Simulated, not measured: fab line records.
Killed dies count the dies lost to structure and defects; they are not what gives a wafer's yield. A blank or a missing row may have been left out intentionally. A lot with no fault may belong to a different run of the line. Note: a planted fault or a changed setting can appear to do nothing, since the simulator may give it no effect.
Chamber matching || flow gf180mcu || GF_STI_CMP_25 on cmp-01: 4 sister chambers
The step polishes, stops on Si3N4, t overpolish 33 s, target thk 524.6 nm. 4 wafers are shown with their chamber, then 7 later ones without.

## WAFERS, EACH WITH ITS CHAMBER
{"wafer": "L464.3", "chamber": 3, "motor_current_A (A)": 10.0}
{"wafer": "L468.3", "chamber": 0, "motor_current_A (A)": 13.7}
{"wafer": "L472.5", "chamber": 2, "motor_current_A (A)": 9.6}
{"wafer": "L472.6", "chamber": 1, "motor_current_A (A)": 12.5}

## WAFERS WITH NO CHAMBER GIVEN
{"wafer": "L475.1", "motor_current_A (A)": 10.0}
{"wafer": "L475.4", "motor_current_A (A)": 13.3}
{"wafer": "L475.5", "motor_current_A (A)": 10.0}
{"wafer": "L482.6", "motor_current_A (A)": 10.1}
{"wafer": "L486.1", "motor_current_A (A)": 9.7}
{"wafer": "L486.2", "motor_current_A (A)": 13.2}
{"wafer": "L486.3", "motor_current_A (A)": 14.0}

## THE CHAMBER EACH PASSED THROUGH
{"wafer": "L475.1", "from the rows above": "can't be placed: 3 or 2", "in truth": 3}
{"wafer": "L475.4", "from the rows above": "can't be placed: 0 or 1", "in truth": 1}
{"wafer": "L475.5", "from the rows above": "can't be placed: 3 or 2", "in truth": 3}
{"wafer": "L482.6", "from the rows above": "can't be placed: 3 or 2", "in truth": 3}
{"wafer": "L486.1", "from the rows above": "can't be placed: 2 or 3", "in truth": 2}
{"wafer": "L486.2", "from the rows above": "can't be placed: 0 or 1", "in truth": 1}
{"wafer": "L486.3", "from the rows above": 0, "in truth": 0}
Placed correctly: 1 of 7. Unplaceable from these rows: 6, with the true chamber sitting among the candidates in 6. Number placed wrongly: 0.
How it was worked out, from the rows above alone: a wafer's distance from a chamber is the root of the sum, over the readings, of the square of ((its reading less the chamber's mean) divided by the reading's scatter). If the next closest chamber is less than 2 further off than the closest, the wafer can't be placed; otherwise it belongs to the closest. A chamber's mean is the mean of its shown wafers. The scatter: root of mean squared gap, hidden wafer to nearest shown wafer, with one shown wafer a chamber.
